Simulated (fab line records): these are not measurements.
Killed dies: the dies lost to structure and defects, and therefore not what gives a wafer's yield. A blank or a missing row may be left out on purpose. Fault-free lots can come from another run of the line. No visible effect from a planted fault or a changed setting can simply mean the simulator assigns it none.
Chamber matching | flow gf180mcu | GF_V2_CMP_04 on cmp-01: 4 sister chambers
The step polishes SiO2. 4 wafers are shown with their chamber, then 12 later ones without.

WAFERS, EACH WITH ITS CHAMBER
wafer  | chamber | motor_current_A (A)
L083.1 | 1       | 11.3
L086.2 | 3       | 9.0
L086.3 | 2       | 9.6
L086.4 | 0       | 11.1

WAFERS WITHOUT THEIR CHAMBER
wafer  | motor_current_A (A)
L090.1 | 9.5
L090.4 | 8.6
L090.5 | 11.7
L092.4 | 11.8
L092.5 | 11.5
L092.6 | 12.5
L094.1 | 9.2
L094.2 | 8.7
L094.3 | 11.3
L096.1 | 12.0
L096.2 | 8.9
L096.5 | 11.5

WHICH CHAMBER EACH WENT THROUGH
wafer  | from the rows above     | in truth
L090.1 | can't be placed: 2 or 3 | 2
L090.4 | can't be placed: 3 or 2 | 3
L090.5 | can't be placed: 1 or 0 | 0
L092.4 | can't be placed: 1 or 0 | 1
L092.5 | can't be placed: 1 or 0 | 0
L092.6 | can't be placed: 1 or 0 | 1
L094.1 | can't be placed: 3 or 2 | 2
L094.2 | can't be placed: 3 or 2 | 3
L094.3 | can't be placed: 1 or 0 | 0
L096.1 | can't be placed: 1 or 0 | 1
L096.2 | can't be placed: 3 or 2 | 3
L096.5 | can't be placed: 1 or 0 | 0
Correct placement for 0 of the 12. From these rows, 12 cannot be placed; in 12 the true chamber is one of the candidates. 0 placed wrongly.
How it was worked out, from the rows above alone: a wafer's distance from a chamber is the root of the sum, over the readings, of the square of ((its reading less the chamber's mean) divided by the reading's scatter). If the next closest chamber is less than 2 further off than the closest, the wafer can't be placed; otherwise it belongs to the closest. A chamber's mean is the mean of its shown wafers. The scatter: with one shown wafer a chamber, the root of the mean of the squares of how far each hidden wafer lies from its nearest shown one.
